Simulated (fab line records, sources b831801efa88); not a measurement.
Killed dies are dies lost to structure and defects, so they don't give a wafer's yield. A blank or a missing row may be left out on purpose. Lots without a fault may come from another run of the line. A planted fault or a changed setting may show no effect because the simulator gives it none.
Which tool did it? | flow gf180mcu | 14 lots, 42 wafers sampled, at 6 steps of a route of 602

WHAT THE GAUGES READ, wafer by wafer
GF_VT_IMPLANT_OVL_MEAS_18. Usual: VT_IMPLANT_01_OVL 1.0 nm, standard deviation 1.4.
lot  | measured     | on         | VT_IMPLANT_01_OVL (nm) | flag
L957 | day 6 04:50  | overlay-01 | 1.1 2.2 2.0            |
L958 | day 6 13:30  | overlay-01 | 1.1 -0.4 0.7           |
L961 | day 7 05:34  | overlay-02 | 1.3 0.4 -0.8           |
L962 | day 7 14:19  | overlay-02 | 3.2 1.9 0.7            |
L963 | day 7 18:43  | overlay-02 | 1.6 1.6 0.1            |
L964 | day 8 02:13  | overlay-02 | 3.3 3.4 3.5            |
L965 | day 8 09:56  | overlay-02 | -0.2 -3.3 -1.3         |
L966 | day 8 13:04  | overlay-02 | -1.4 0.7 -0.4          |
L972 | day 10 06:34 | overlay-01 | 3.3 3.5 2.4            |
L975 | day 11 01:08 | overlay-02 | 2.9 0.9 1.3            |
L976 | day 11 09:33 | overlay-02 | 0.5 1.2 -0.2           |
L977 | day 11 13:19 | overlay-02 | -0.6 2.5 0.8           |
L978 | day 11 20:12 | overlay-01 | -0.1 -0.2 0.8          |
L979 | day 12 00:31 | overlay-01 | 2.5 2.2 3.3            |

GF_DUAL_GATE_OVL_MEAS_11. Usual: DUAL_GATE_OVL 0.9 nm, standard deviation 1.5.
lot  | measured     | on         | DUAL_GATE_OVL (nm) | flag
L957 | day 8 05:21  | overlay-01 | 2.8 2.3 2.8        |
L958 | day 8 16:00  | overlay-01 | 2.6 2.5 1.2        |
L961 | day 9 08:04  | overlay-02 | 2.2 1.3 0.8        |
L962 | day 9 18:37  | overlay-01 | 1.6 -0.8 1.2       |
L963 | day 10 02:19 | overlay-02 | 1.2 2.4 1.8        |
L964 | day 10 09:42 | overlay-02 | 1.0 -0.2 0.5       |
L965 | day 10 16:01 | overlay-01 | 0.8 0.9 0.0        |
L966 | day 10 20:19 | overlay-01 | 0.4 2.8 1.9        |
L972 | day 12 19:39 | overlay-01 | 0.2 1.0 -0.3       |
L975 | day 13 14:10 | overlay-02 | 0.2 0.4 -0.3       |
L976 | day 13 22:21 | overlay-02 | -2.5 -1.5 -3.3     |
L977 | day 14 04:22 | overlay-02 | -1.7 -0.8 -0.6     |
L978 | day 14 10:26 | overlay-02 | 4.3 4.2 2.2        |
L979 | day 14 14:37 | overlay-01 | -0.3 -1.1 -0.2     |

GF_HV_LDD_TW_MEAS_11. Usual: HV_LDD_TW 2416, standard deviation 13.
lot  | measured     | on            | HV_LDD_TW      | flag
L957 | day 9 20:34  | film_metro-04 | 2429 2426 2419 |
L958 | day 10 08:31 | film_metro-01 | 2408 2404 2419 |
L961 | day 11 03:22 | film_metro-01 | 2401 2410 2401 |
L962 | day 11 14:10 | film_metro-02 | 2420 2443 2430 |
L963 | day 11 21:40 | film_metro-04 | 2409 2405 2414 |
L964 | day 12 04:09 | film_metro-04 | 2364 2358 2330 | OFF
L965 | day 12 11:34 | film_metro-04 | 2428 2437 2444 |
L966 | day 12 17:09 | film_metro-01 | 2315 2311 2320 | OFF
L972 | day 14 17:52 | film_metro-01 | 2401 2402 2406 |
L975 | day 15 14:08 | film_metro-01 | 2402 2403 2392 |
L976 | day 16 00:04 | film_metro-01 | 2420 2412 2399 |
L977 | day 16 06:25 | film_metro-04 | 2431 2425 2424 |
L978 | day 16 11:49 | film_metro-02 | 2437 2422 2433 |
L979 | day 16 15:45 | film_metro-04 | 2431 2434 2411 |

GF_HV_LDD_OVL_MEAS_20. Usual: HV_LDD_01_OVL 1.8 nm, standard deviation 1.4.
lot  | measured     | on         | HV_LDD_01_OVL (nm) | flag
L957 | day 10 14:04 | overlay-01 | 2.0 1.8 0.9        |
L958 | day 11 02:29 | overlay-02 | 0.6 3.3 1.4        |
L961 | day 11 21:58 | overlay-01 | 2.3 1.3 1.3        |
L962 | day 12 08:50 | overlay-01 | 1.0 0.8 -0.8       |
L963 | day 12 16:59 | overlay-01 | 1.7 5.4 3.2        |
L964 | day 12 23:22 | overlay-01 | 2.6 4.6 1.0        |
L965 | day 13 07:32 | overlay-02 | 0.6 3.5 2.6        |
L966 | day 13 12:49 | overlay-02 | 2.3 1.7 2.6        |
L972 | day 15 15:08 | overlay-01 | 2.2 3.4 3.9        |
L975 | day 16 12:08 | overlay-01 | 2.6 0.1 2.1        |
L976 | day 16 22:22 | overlay-02 | 1.6 0.1 1.3        |
L977 | day 17 04:38 | overlay-02 | 0.3 0.8 -0.7       |
L978 | day 17 10:26 | overlay-01 | 4.8 3.9 2.5        |
L979 | day 17 15:08 | overlay-02 | -0.6 0.4 -1.4      |

GF_HV_LDD_RS_MEAS_53: measures by four-point-probe. Usual: HV_LDD_RS 418.4 ohm/sq, standard deviation 0.9.
lot  | measured     | on            | HV_LDD_RS (ohm/sq) | flag
L957 | day 12 05:40 | film_metro-01 | 417.0 417.9 417.6  |
L958 | day 12 18:29 | film_metro-02 | 419.0 419.0 418.3  |
L961 | day 13 14:23 | film_metro-01 | 417.9 418.0 417.7  |
L962 | day 14 03:09 | film_metro-02 | 419.7 418.4 418.8  |
L963 | day 14 10:44 | film_metro-02 | 418.3 419.0 417.8  |
L964 | day 14 17:45 | film_metro-04 | 443.6 443.8 445.4  | OFF
L965 | day 15 02:28 | film_metro-01 | 418.8 417.7 417.2  |
L966 | day 15 08:12 | film_metro-04 | 445.3 446.9 446.8  | OFF
L972 | day 17 13:27 | film_metro-01 | 417.4 418.3 417.4  |
L975 | day 18 12:17 | film_metro-04 | 420.9 418.8 420.5  |
L976 | day 18 22:23 | film_metro-01 | 417.8 417.6 418.8  |
L977 | day 19 04:45 | film_metro-04 | 418.3 418.5 418.5  |
L978 | day 19 11:24 | film_metro-02 | 418.2 417.7 419.5  |
L979 | day 19 15:15 | film_metro-01 | 418.1 418.0 417.4  |

WHICH TOOL RAN EACH LOT (tool, then ch and the chambers of the sampled wafers, then the start)
lot  | GF_HV_LDD_IMPLANT_09
L957 | implanter-02 ch 0, day 9 20:20
L958 | implanter-02 ch 0, day 10 08:16
L961 | implanter-03 ch 0, day 11 03:07
L962 | implanter-02 ch 0, day 11 13:56
L963 | implanter-02 ch 0, day 11 21:25
L964 | implanter-02 ch 0, day 12 03:54
L965 | implanter-03 ch 0, day 12 11:21
L966 | implanter-02 ch 0, day 12 16:54
L972 | implanter-03 ch 0, day 14 17:37
L975 | implanter-04 ch 0, day 15 13:55
L976 | implanter-03 ch 0, day 15 23:49
L977 | implanter-02 ch 0, day 16 06:11
L978 | implanter-02 ch 0, day 16 11:34
L979 | implanter-02 ch 0, day 16 15:31
- GF_HV_LDD_IMPLANT_09

WHAT THE TOOLS THEMSELVES READ (means of the sampled wafers that have a number; where no wafer has one, the mark that the record gives instead)
The record holds no such reading with a usual standard deviation.

THE ANSWER, worked out from the rows above alone
Rule: a lot is off if the mean of its wafers that have a number lies more than 3 standard deviations from the usual mean. A lot without any number at a reading at which 4 lots or more have one is off too. The other lots that the step has rows for count as sound. The gauges are gone through in route order, then the tools' own readings, and for those a lot's mean is taken as printed above. The first step at which some lot is off is used, and at that step the reading that is off furthest; a lot without a number counts as furthest.
Off: L964, L966, at GF_HV_LDD_TW_MEAS_11 (HV_LDD_TW).
A tool fits if, at a process step before that reading, it ran every lot that is off, and no sound lot after the first of them. The gauges at GF_HV_LDD_TW_MEAS_11 are tried like those tools. None of those tried fits.

WHAT THE SIMULATOR HAD PUT IN
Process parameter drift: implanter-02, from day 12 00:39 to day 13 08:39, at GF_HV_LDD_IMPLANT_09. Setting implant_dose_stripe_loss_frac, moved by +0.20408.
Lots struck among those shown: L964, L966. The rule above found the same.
